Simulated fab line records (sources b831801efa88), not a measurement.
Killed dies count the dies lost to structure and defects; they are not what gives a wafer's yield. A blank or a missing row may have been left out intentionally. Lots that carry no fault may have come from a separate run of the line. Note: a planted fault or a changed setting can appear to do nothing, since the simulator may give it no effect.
Which tool is to blame? ; flow gf180mcu ; 36 wafers from 12 lots sampled at 5 of the route's 602 steps

WHAT THE GAUGES SHOWED, per wafer
GF_VT_IMPLANT_OVL_MEAS_18. Usual: VT_IMPLANT_01_OVL 0.3 nm, standard deviation 1.4.
lot;measured;on;VT_IMPLANT_01_OVL (nm);flag
L940;day 6 23:48;overlay-01;1.3 -0.7 -0.1;
L939;day 7 00:06;overlay-02;1.5 -0.7 0.7;
L942;day 7 11:38;overlay-01;-1.3 0.8 0.7;
L943;day 8 05:03;overlay-01;0.7 1.9 2.5;
L944;day 8 06:01;overlay-02;0.2 2.2 -0.6;
L945;day 8 09:12;overlay-02;0.7 0.4 -0.1;
L948;day 9 05:54;overlay-02;-1.3 -1.4 -2.7;
L949;day 9 08:40;overlay-01;-1.1 -0.1 1.5;
L952;day 10 02:00;overlay-01;0.8 3.0 2.5;
L953;day 10 12:46;overlay-02;2.0 0.2 0.3;
L955;day 10 22:40;overlay-02;1.1 -0.5 -1.5;
L960;day 12 11:22;overlay-02;0.2 -0.6 0.9;

GF_VT_IMPLANT_RS_MEAS_49: measures by four-point-probe. Usual: MVPSD_RS 1166.5 ohm/sq, standard deviation 2.8.
lot;measured;on;MVPSD_RS (ohm/sq);flag
L940;day 8 07:19;film-metro-02;1167.8 1164.2 1169.1;
L939;day 8 09:09;film-metro-02;1172.4 1175.2 1175.5;
L942;day 8 21:10;film-metro-02;1170.0 1167.9 1167.4;
L943;day 9 15:00;film-metro-02;1167.7 1166.2 1166.7;
L944;day 9 16:14;film-metro-02;1169.7 1168.2 1168.0;
L945;day 9 20:49;film-metro-01;1162.8 1163.2 1159.7;
L948;day 10 17:28;film-metro-01;1162.5 1159.8 1162.9;
L949;day 10 21:16;film-metro-01;1165.2 1165.9 1165.7;
L952;day 11 15:19;film-metro-01;1166.6 1166.0 1164.3;
L953;day 12 00:54;film-metro-02;1165.5 1165.5 1168.5;
L955;day 12 13:05;film-metro-02;1177.0 1174.9 1174.3 1179.4 1175.8 1177.3;OFF
L960;day 14 04:05;film-metro-01;1165.1 1165.7 1167.4;

EACH LOT AND THE TOOL THAT RAN IT (in order: tool; ch and the chambers of the sampled wafers; start)
lot;GF_NWELL_STRIP_10;GF_MVPSD_IMPLANT_08;GF_VT_IMPLANT_RTA_45
L940;plasma-asher-04 ch 0,1, day 3 23:53;implanter-04 ch 0, day 5 17:53;rtp-anneal-02 ch 0, day 8 06:52
L939;plasma-asher-02 ch 0,1, day 4 00:02;implanter-03 ch 0, day 5 18:17;rtp-anneal-01 ch 0, day 8 08:41
L942;plasma-asher-04 ch 0,1, day 4 08:58;implanter-03 ch 0, day 6 04:16;rtp-anneal-01 ch 0, day 8 20:43
L943;plasma-asher-03 ch 0,1, day 5 01:28;implanter-03 ch 0, day 6 21:43;rtp-anneal-02 ch 0, day 9 14:32
L944;plasma-asher-04 ch 0,1, day 5 01:40;implanter-02 ch 0, day 6 22:23;rtp-anneal-01 ch 0, day 9 15:47
L945;plasma-asher-03 ch 0,1, day 5 05:34;implanter-04 ch 0, day 7 01:55;rtp-anneal-02 ch 0, day 9 20:22
L948;plasma-asher-03 ch 0,1, day 5 22:08;implanter-02 ch 0, day 7 20:20;rtp-anneal-01 ch 0, day 10 17:01
L949;plasma-asher-04 ch 0,1, day 6 01:37;implanter-02 ch 0, day 7 23:08;rtp-anneal-01 ch 0, day 10 20:48
L952;plasma-asher-02 ch 0,1, day 6 15:44;implanter-04 ch 0, day 8 15:22;rtp-anneal-01 ch 0, day 11 14:52
L953;plasma-asher-02 ch 0,1, day 7 00:47;implanter-02 ch 0, day 9 01:59;rtp-anneal-02 ch 0, day 12 00:26
L955;plasma-asher-02 ch 0, day 7 08:55;implanter-02 ch 0, day 9 11:01;rtp-anneal-01 ch 0, day 12 12:38
L960;plasma-asher-04 ch 0,1, day 8 16:19;implanter-04 ch 0, day 10 21:50;rtp-anneal-01 ch 0, day 14 03:37
- GF_NWELL_STRIP_10: strips in O2/N2.
- GF_MVPSD_IMPLANT_08
- GF_VT_IMPLANT_RTA_45: time 30 s.

WHAT THE TOOLS THEMSELVES READ (means of the sampled wafers that have a number; where no wafer has one, the mark that the record gives instead)
GF_NWELL_STRIP_10. Usual: chamber-pressure-mTorr 1500.2 mTorr, standard deviation 1.3; drypump-motor-current-A 5.6 A, standard deviation 0.5; heater-power-w 326 W, standard deviation 41; o2-flow-sccm 3001 sccm, standard deviation 9.9; oes-product-au 0.723 a.u., standard deviation 0.0049; strip-time-to-endpoint-s 36.96 s, standard deviation 0.11.
lot;tool;chamber-pressure-mTorr (mTorr);drypump-motor-current-A (A);heater-power-w (W);o2-flow-sccm (sccm);oes-product-au (a.u.);strip-time-to-endpoint-s (s);flag
L940;plasma-asher-04;1500.0;5.3;350;3002;0.720;37.04;
L939;plasma-asher-02;1499.2;5.1;298;2997;0.725;36.83;
L942;plasma-asher-04;1500.7;5.1;366;3012;0.724;36.97;
L943;plasma-asher-03;1499.8;6.1;324;3004;0.720;37.10;
L944;plasma-asher-04;1499.6;5.3;350;2996;0.718;37.01;
L945;plasma-asher-03;1499.7;6.1;344;3008;0.720;37.04;
L948;plasma-asher-03;1499.8;6.1;325;2996;0.720;36.89;
L949;plasma-asher-04;1499.4;5.1;370;2999;0.724;36.98;
L952;plasma-asher-02;1499.3;5.4;280;3001;0.726;36.93;
L953;plasma-asher-02;1500.7;5.4;279;2997;0.720;36.76;
L955;plasma-asher-02;1501.3;4.8;315;3005;0.721;36.97;
L960;plasma-asher-04;1500.0;5.1;364;2999;0.725;36.97;

GF_VT_IMPLANT_RTA_45. Usual: lamp-power-pct 38 %, standard deviation 5.1; wafer_temp_C_max 1054.4, standard deviation 1.
lot;tool;lamp-power-pct (%);wafer_temp_C_max;flag
L940;rtp-anneal-02;45;1056.4;
L939;rtp-anneal-01;34;1054.2;
L942;rtp-anneal-01;34;1054.5;
L943;rtp-anneal-02;45;1055.0;
L944;rtp-anneal-01;34;1053.7;
L945;rtp-anneal-02;45;1054.8;
L948;rtp-anneal-01;34;1053.9;
L949;rtp-anneal-01;34;1053.7;
L952;rtp-anneal-01;34;1053.7;
L953;rtp-anneal-02;45;1055.3;
L955;rtp-anneal-01;34;1054.4;
L960;rtp-anneal-01;34;1054.3;

THE ANSWER, worked out from the rows above alone
Rule: lot off if the mean of its wafers having a number is beyond 3 standard deviations from the usual mean. Also off: a lot with no number at a reading for which 4 or more lots have one. Where the step has rows for the other lots, those lots are counted as sound. First the gauges in route order, then the tools' own readings, where a lot's mean is used as printed above. At the first step where some lot is off, the reading lying furthest off is the one used; lots without a number count as furthest.
Off: at GF_VT_IMPLANT_RS_MEAS_49 (MVPSD_RS), L955.
A tool fits if, at a process step before that reading, it ran every lot that is off, and no sound lot after the first of them. Gauges at GF_VT_IMPLANT_RS_MEAS_49: tried the same way as those tools. Can't be told from this: 3 tools fit, plasma-asher-02 at GF_NWELL_STRIP_10, implanter-02 at GF_MVPSD_IMPLANT_08, film-metro-02 at GF_VT_IMPLANT_RS_MEAS_49.

WHAT THE SIMULATOR HAD INSERTED
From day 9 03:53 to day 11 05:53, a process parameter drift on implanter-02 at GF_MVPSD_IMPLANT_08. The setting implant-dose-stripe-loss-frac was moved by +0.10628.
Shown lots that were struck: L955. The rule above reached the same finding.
